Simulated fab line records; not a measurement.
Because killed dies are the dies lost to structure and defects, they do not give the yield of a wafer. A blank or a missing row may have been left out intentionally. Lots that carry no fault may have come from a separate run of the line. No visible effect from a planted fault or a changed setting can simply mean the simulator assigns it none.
fab line records | flow sky130
[record] lots = 13 wafers = 39 last_day = 50
route steps=708 shown LDD_N@241 LI_CONTACT@381 LOCAL_INTERCONNECT@387 PAD_OPEN@708
lots that met no fault: taken from a fault-free run of the same line
start_h: start of the lot's first displayed wafer, in hours after the record's first day | wait_h: hours since the lot's step before | " same as the row above | L1.1+2: several wafers, shown together as one row | - no value, or no start was given | * or withheld: withheld | < > ~ a bound
route shown NAME@n: NAME is a module with steps in the file, n the number in the route of the first one | usual: the fault-free wafers' mean and standard deviation | same: alike in all rows | chamber/n: place in a boat | sites: per-site readings | _std_site: standard deviation of those values | _edge_site: the outer-site mean with the inner-site mean subtracted | radius_mm: for every site, how far away it sits from the centre of the wafer | mask NAME#n: copy n | behind: tool/chamber where the wafer was last shaped | hold: reason for holding the lot/hours on hold/outcome of the hold | device: the n, p or np transistor that did not switch | end of line: tests of these same wafers at the route's end | a step with no rows: only its recipe | killed: dies that structure and defects cost at the first sort, which is not the same as the wafer's yield | map: a wafer's dies, marking killed ones x, the rest . and places with no die _
set.NAME: the setting that was run; set.NAME@STEP: the one run at that earlier step | model.NAME: the simulator's own value behind a step, which no gauge read
steps of the route over a sample of lots; a table a step, a row a wafer
services: when a tool's chamber went out of use (start_h, in hours from the record's first day, below 0 if earlier), for how many hours, and the reason
[[steps]]
[step SKY_LDD_N_EXPOSE_04]
[recipe] mask_id = NTM target_cd_nm = 840 na = 0.6 source_shape = conventional sigma_outer = 0.6 dose_mj = 110
[usual] exposure_dose_mJ_cm2 = 110.03/0.11
// columns lot.wafer tool chamber start_h wait_h mask exposure_dose_mJ_cm2
L729.1 iline_stepper-02 0 409.60 - NTM#0 109.99
L729.3 " 0 " " NTM#0 110.03
L729.6 " 0 " " NTM#0 109.94
L730.1 iline_stepper-02 0 416.20 - NTM_R1#0 110.17
L730.2 " 0 " " NTM_R1#0 110.03
L730.6 " 0 " " NTM_R1#0 109.96
L733.3 iline_stepper-02 0 463.35 - NTM#0 110.00
L733.4 " 0 " " NTM#0 109.97
L733.6 " 0 " " NTM#0 110.06
L737.2 iline_stepper-02 0 497.77 - NTM#0 110.05
L737.4 " 0 " " NTM#0 110.05
L737.6 " 0 " " NTM#0 109.99
L738.1 iline_stepper-02 0 502.16 - NTM#0 110.02
L738.3 " 0 " " NTM#0 110.20
L738.4 " 0 " " NTM#0 110.06
L740.3 iline_stepper-02 0 518.40 - NTM#0 110.16
L740.5 " 0 " " NTM#0 110.21
L740.6 " 0 " " NTM#0 109.98
L742.1 iline_stepper-01 0 539.59 - NTM#0 109.98
L742.3 " 0 " " NTM#0 110.17
L742.4 " 0 " " NTM#0 109.89
L741.1 iline_stepper-01 0 543.05 - NTM#0 110.02
L741.3 " 0 " " NTM#0 109.95
L741.6 " 0 " " NTM#0 109.91
L743.2 iline_stepper-01 0 549.21 - NTM#0 109.98
L743.5 " 0 " " NTM#0 109.95
L743.6 " 0 " " NTM#0 110.12
L744.4 iline_stepper-02 0 550.87 - NTM#0 109.99
L744.5 " 0 " " NTM#0 110.05
L744.6 " 0 " " NTM#0 110.09
L745.2 iline_stepper-01 0 552.64 - NTM#0 110.05
L745.5 " 0 " " NTM#0 110.11
L745.6 " 0 " " NTM#0 110.02
L747.1 iline_stepper-02 0 568.67 - NTM#0 109.81
L747.2 " 0 " " NTM#0 110.26
L747.5 " 0 " " NTM#0 109.87
L746.3 iline_stepper-02 0 569.62 - NTM#0 110.22
L746.4 " 0 " " NTM#0 110.26
L746.5 " 0 " " NTM#0 110.10
[step SKY_LI_CONTACT_SPUTTER_19]
[recipe] material = Ti target_thk_nm = 20 chamber_pressure_pa = 5 power_w = 2500 substrate_temp_c = 200 time_s = 106.37
[usual] substrate_temp_c = 200.00/0.18 throttle_valve_pct = 30.1/0.94
// columns lot.wafer tool chamber start_h wait_h substrate_temp_c throttle_valve_pct
L729.1 pvd_sputter-04 - 697.01 0.0 199.89 29.8
L729.3 " - " " 200.46 30.5
L729.6 " - " " 200.22 30.5
L730.1 pvd_sputter-03 - 701.03 0.0 200.23 30.1
L730.2 " - " " 200.14 30.6
L730.6 " - " " 200.05 30.2
L733.3 pvd_sputter-03 - 743.25 0.0 199.96 29.3
L733.4 " - " " 199.97 28.6
L733.6 " - " " 199.96 30.0
L737.2 pvd_sputter-04 - 773.69 0.0 199.95 29.8
L737.4 " - " " 199.78 31.2
L737.6 " - " " 200.16 29.4
L738.1 pvd_sputter-03 - 779.51 0.0 199.98 29.0
L738.3 " - " " 199.99 28.6
L738.4 " - " " 199.96 30.4
L740.3 pvd_sputter-04 - 792.66 0.0 200.06 31.1
L740.5 " - " " 200.19 29.7
L740.6 " - " " 200.02 30.4
L742.1 pvd_sputter-03 - 813.49 0.0 200.16 30.1
L742.3 " - " " 199.60 28.7
L742.4 " - " " 199.83 30.5
L741.1 pvd_sputter-02 - 813.84 0.0 200.24 31.2
L741.3 " - " " 200.08 28.9
L741.6 " - " " 200.01 31.7
L743.2 pvd_sputter-03 - 822.84 0.0 200.19 29.3
L743.5 " - " " 199.88 30.1
L743.6 " - " " 200.23 30.4
L744.4 pvd_sputter-02 - 823.53 0.0 199.99 31.8
L744.5 " - " " 199.91 32.3
L744.6 " - " " 200.09 28.7
L745.2 pvd_sputter-02 - 825.89 0.0 200.17 29.9
L745.5 " - " " 200.08 29.9
L745.6 " - " " 200.00 29.1
L747.1 pvd_sputter-03 - 837.63 0.0 200.11 29.3
L747.2 " - " " 200.05 30.3
L747.5 " - " " 200.05 29.5
L746.3 pvd_sputter-03 - 837.98 0.0 199.96 28.6
L746.4 " - " " 199.75 29.6
L746.5 " - " " 199.74 30.4
[step SKY_LOCAL_INTERCONNECT_SPUTTER_00]
[recipe] material = TiN target_thk_nm = 100 temp_c = 300 power_w = 6500 time_s = 83.3 chamber_pressure_pa = 0.4
[usual] substrate_temp_c = 300.01/0.18 throttle_valve_pct = 29.7/1.1
// columns lot.wafer tool chamber start_h wait_h substrate_temp_c throttle_valve_pct
L729.1 pvd_sputter-01 - 697.88 0.2 300.18 29.4
L729.3 " - " " 300.05 27.9
L729.6 " - " " 299.52 27.9
L730.1 pvd_sputter-02 - 701.77 0.2 300.47 29.0
L730.2 " - " " 299.77 31.4
L730.6 " - " " 300.17 28.8
L733.3 pvd_sputter-02 - 743.99 0.1 299.98 29.7
L733.4 " - " " 300.22 31.4
L733.6 " - " " 300.00 32.1
L737.2 pvd_sputter-01 - 774.43 0.2 300.11 28.0
L737.4 " - " " 300.43 28.6
L737.6 " - " " 300.11 29.4
L738.1 pvd_sputter-02 - 780.25 0.1 300.12 31.8
L738.3 " - " " 300.19 31.4
L738.4 " - " " 299.98 28.7
L740.3 pvd_sputter-01 - 793.40 0.2 300.19 29.4
L740.5 " - " " 299.93 28.8
L740.6 " - " " 299.94 29.3
L742.1 pvd_sputter-04 - 814.23 0.2 300.05 31.0
L742.3 " - " " 299.92 29.7
L742.4 " - " " 300.03 29.6
L741.1 pvd_sputter-01 - 814.58 0.2 300.11 28.8
L741.3 " - " " 299.76 29.0
L741.6 " - " " 300.12 28.6
L743.2 pvd_sputter-01 - 825.84 0.1 300.09 28.3
L743.5 " - " " 300.23 29.4
L743.6 " - " " 299.84 29.5
L744.4 pvd_sputter-04 - 825.86 0.1 300.09 31.1
L744.5 " - " " 299.78 30.0
L744.6 " - " " 300.22 30.5
L745.2 pvd_sputter-04 - 826.76 0.1 300.08 30.5
L745.5 " - " " 300.03 30.7
L745.6 " - " " 300.06 29.4
L747.1 pvd_sputter-04 - 838.37 0.1 299.92 30.7
L747.2 " - " " 300.08 29.8
L747.5 " - " " 299.79 30.6
L746.3 pvd_sputter-01 - 838.72 0.1 299.78 28.5
L746.4 " - " " 299.96 28.7
L746.5 " - " " 299.99 29.4
[step SKY_LOCAL_INTERCONNECT_RS_MEAS_01]
[recipe] thk_meas_gauge = four-point-probe reads = TiN_of_LOCAL_INTERCONNECT_SPUTTER_00
[usual] LOCAL_INTERCONNECT_TIN_RS = 14.14/0.15
// columns lot.wafer tool chamber start_h wait_h LOCAL_INTERCONNECT_TIN_RS[ohm/sq]
L729.1 film_metro-02 - 697.94 0.0 14.03
L729.3 " - " " 14.25
L729.6 " - " " 14.16
L730.1 film_metro-03 - 701.83 0.0 14.22
L730.2 " - " " 14.03
L730.6 " - " " 14.05
L733.3 film_metro-04 - 744.10 0.1 14.26
L733.4 " - " " 14.27
L733.6 " - " " 14.43
L737.2 film_metro-02 - 774.51 0.1 14.31
L737.4 " - " " 14.38
L737.6 " - " " 14.20
L738.1 film_metro-02 - 780.32 0.0 14.10
L738.3 " - " " 14.16
L738.4 " - " " 14.04
L740.3 film_metro-03 - 793.51 0.1 14.30
L740.5 " - " " 14.25
L740.6 " - " " 14.13
L742.1 film_metro-02 - 814.29 0.0 13.95
L742.3 " - " " 13.95
L742.4 " - " " 14.10
L741.1 film_metro-04 - 814.64 0.0 14.56
L741.3 " - " " 14.26
L741.6 " - " " 14.49
L743.2 film_metro-02 - 825.92 0.1 14.28
L743.5 " - " " 14.09
L743.6 " - " " 14.24
L744.4 film_metro-03 - 825.98 0.1 13.99
L744.5 " - " " 14.04
L744.6 " - " " 14.14
L745.2 film_metro-03 - 826.84 0.1 14.11
L745.5 " - " " 14.16
L745.6 " - " " 14.17
L747.1 film_metro-04 - 838.43 0.0 13.96
L747.2 " - " " 13.85
L747.5 " - " " 14.01
L746.3 film_metro-03 - 838.82 0.1 14.49
L746.4 " - " " 14.40
L746.5 " - " " 14.16
[step SKY_PAD_OPEN_PROBE_99]
[usual] killed_at_M0_to_M3 = 44/6.4 killed_at_M4_up = 3.6/2.1 killed_at_contacts = 23/5.1 killed_at_front_end = 15/4.3 killed_at_other = 0.3/0.56 killed_dies = 86/9 killed_open = 47/6.4 killed_short = 39/5.8
[same] gross_dies = 492 killed_at_back_side = 0
// columns lot.wafer tool chamber start_h wait_h killed_at_M0_to_M3 killed_at_M4_up killed_at_contacts killed_at_front_end killed_at_other killed_dies killed_open killed_short
L741.1 prober-02 - 1171.19 0.1 45 2 28 16 0 91 54 37
L741.3 prober-02 - 1171.29 0.2 44 4 23 16 0 87 47 38
L741.6 prober-02 - 1171.44 0.2 55 4 29 20 0 108 56 52
// killed by level:class
L741.1 CONTACT:geometric_particle:open=12 VIA1:geometric_particle:open=9 VIA3:geometric_particle:open=7 VIA2:geometric_particle:open=7 LI_CONTACT:geometric_particle:open=7 FIELD_ISO:geometric_particle:open=5 LI_CONTACT:geometric_particle:short=5 METAL1:geometric_particle:short=5
L741.3 VIA1:geometric_particle:open=12 METAL1:geometric_particle:short=8 VIA3:geometric_particle:open=8 LI_CONTACT:geometric_particle:open=7 POLY_GATE:geometric_particle:open=5 LOCAL_INTERCONNECT:geometric_particle:short=5 CONTACT:geometric_particle:open=5 VIA1:geometric_particle:short=5
L741.6 VIA1:geometric_particle:open=11 METAL1:geometric_particle:short=10 CONTACT:geometric_particle:open=9 LI_CONTACT:geometric_particle:open=8 VIA2:geometric_particle:short=6 METAL3:geometric_particle:short=6 VIA1:geometric_particle:short=5 POLY_GATE:geometric_particle:open=5
[[services]]
// columns tool chamber start_h hours kind
iline_stepper-02 - 389.23 1.7 pm
pvd_sputter-02 - 452.61 1.5 repair
pvd_sputter-01 - 455.71 0.7 repair
iline_stepper-02 - 464.12 2.1 pm
iline_stepper-02 - 466.20 - consumable_replace:lamp
pvd_sputter-02 - 511.58 1.9 repair
pvd_sputter-04 - 515.88 3.3 repair
iline_stepper-02 - 540.85 4.4 pm
iline_stepper-01 - 554.21 1.7 pm
pvd_sputter-02 - 558.91 8.4 repair
pvd_sputter-03 - 571.54 3.1 repair
iline_stepper-02 0 580.23 - calibration
pvd_sputter-02 - 597.19 1.9 repair
iline_stepper-02 - 607.34 1.7 pm
pvd_sputter-01 - 626.31 4.7 repair
pvd_sputter-03 - 647.76 5.3 repair
iline_stepper-02 - 728.52 1.8 repair
iline_stepper-02 - 762.92 3.3 repair
iline_stepper-01 - 772.32 1.7 pm
iline_stepper-01 - 792.55 1.6 repair
iline_stepper-02 - 794.16 7.8 repair
iline_stepper-02 - 825.49 1.7 pm
iline_stepper-02 - 831.29 6.4 repair
pvd_sputter-02 - 831.94 8.7 repair
[[key]]
[first_sign] step = SKY_LDD_N_EXPOSE_04 reading = mask direction = changed
effect none on later readings
met_at SKY_LDD_N_EXPOSE_04
struck_lots L730
tester_left_out L730
not_acting_at SKY_LI_CONTACT_SPUTTER_19,SKY_LOCAL_INTERCONNECT_SPUTTER_00,SKY_LOCAL_INTERCONNECT_RS_MEAS_01
onset_between 409.60 416.20
[fault] kind = wrong_mask tool = any chamber = - onset_h = 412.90 steps = SKY_LDD_N_EXPOSE_04 aux_copy = NTM_R1#0 cd_offset_nm = -101 scope = struck_lots_only
// tester_left_out: of these lots the tester's yield and bins aren't shown, on N5 and GAA mostly nor the transistor test; their killed dies are dies lost to structure and defects alone, not to doping, threshold or leakage, so they don't give the yield
